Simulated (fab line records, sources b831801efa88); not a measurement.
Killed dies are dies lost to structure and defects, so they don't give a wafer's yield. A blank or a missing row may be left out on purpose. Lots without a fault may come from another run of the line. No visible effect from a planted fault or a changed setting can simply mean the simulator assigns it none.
Chamber matching + flow gf180mcu + GF_V1_CVD_02 on pecvd-01: 3 sister chambers
The step deposits SiO2 from TEOS, target thk 850 nm, time 94.851 s. 3 wafers are shown with their chamber, then 8 later ones without.

WAFERS WITH THEIR CHAMBER
| wafer  | chamber | heaterPowerW (W) |
|--------|---------|------------------|
| L455.6 | 2       | 723              |
| L456.1 | 0       | 581              |
| L458.2 | 1       | 688              |

WAFERS WITH NO CHAMBER GIVEN
| wafer  | heaterPowerW (W) |
|--------|------------------|
| L458.3 | 742              |
| L458.4 | 830              |
| L459.3 | 592              |
| L459.5 | 713              |
| L459.6 | 634              |
| L460.1 | 640              |
| L460.4 | 816              |
| L460.6 | 648              |

EACH ONE'S CHAMBER
| wafer  | from the rows above          | in truth |
|--------|------------------------------|----------|
| L458.3 | can't be placed: 2 or 1      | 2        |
| L458.4 | can't be placed: 2 or 1      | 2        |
| L459.3 | can't be placed: 0 or 1      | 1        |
| L459.5 | can't be placed: 2 or 1      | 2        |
| L459.6 | can't be placed: 0 or 1 or 2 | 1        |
| L460.1 | can't be placed: 1 or 0 or 2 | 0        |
| L460.4 | can't be placed: 2 or 1      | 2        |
| L460.6 | can't be placed: 1 or 0 or 2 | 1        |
0 of 8 placed correctly. From these rows, 8 cannot be placed; in 8 the true chamber is one of the candidates. Wrongly placed: 0.
How it was worked out, from the rows above alone: a wafer's distance from a chamber is the root of the sum, over the readings, of the square of ((its reading less the chamber's mean) divided by the reading's scatter). If the next closest chamber is less than 2 further off than the closest, the wafer can't be placed; otherwise it belongs to the closest. Each chamber's mean is taken over the wafers shown for it. The scatter: with one shown wafer a chamber, the root of the mean of the squares of how far each hidden wafer lies from its nearest shown one.
